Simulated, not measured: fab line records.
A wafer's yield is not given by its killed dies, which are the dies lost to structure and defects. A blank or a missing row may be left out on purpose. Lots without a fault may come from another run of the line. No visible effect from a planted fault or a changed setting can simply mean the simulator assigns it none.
Chamber matching -- flow sky130 -- hdpcvd-01 running SKY_CONTACT_HDPCVD_02: 3 sister chambers
The step deposits SiO2, target thk 565 nm, time 94.2 s. 16 wafers are shown with their chamber, then 8 later ones without.

== EACH WAFER AND ITS CHAMBER ==
wafer,chamber,run length s (s)
L429.1,2,122.5
L429.2,1,121.9
L429.5,1,121.6
L430.1,1,122.0
L430.2,2,122.2
L430.3,0,120.9
L432.3,0,120.9
L432.4,1,122.1
L432.5,0,120.8
L433.1,0,121.0
L433.2,1,121.7
L433.3,2,122.0
L447.2,0,121.5
L447.4,1,121.9
L447.5,0,120.8
L448.2,0,120.9

SIGNATURES (means of the wafers above)
reading,chamber 0,chamber 1,chamber 2,scatter within a chamber
run length s,120.971,121.867,122.233,0.224
Rule: a wafer's distance from a chamber is the root of the sum, over the readings, of the square of ((its reading less the chamber's mean) divided by the reading's scatter). If the next closest chamber is less than 2 further off than the closest, the wafer can't be placed; otherwise it belongs to the closest. The scatter is the square root of a quotient: the sum, over the shown wafers, of each reading's squared deviation from its chamber's mean, divided by wafers minus chambers.

== WAFERS WHOSE CHAMBER IS MISSING ==
wafer,run length s (s)
L448.4,120.9
L448.6,122.1
L449.4,122.4
L449.5,120.9
L449.6,122.0
L450.1,121.7
L450.4,120.9
L450.5,122.0

== EACH ONE'S CHAMBER ==
wafer,from the rows above,in truth
L448.4,0,0
L448.6,can't be placed: 2 or 1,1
L449.4,can't be placed: 2 or 1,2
L449.5,0,0
L449.6,can't be placed: 1 or 2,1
L450.1,can't be placed: 1 or 2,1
L450.4,0,0
L450.5,can't be placed: 1 or 2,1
3 of 8 placed correctly. Can't be placed from these rows: 5 (the true chamber is among the candidates in 5). Placed wrongly: 0.
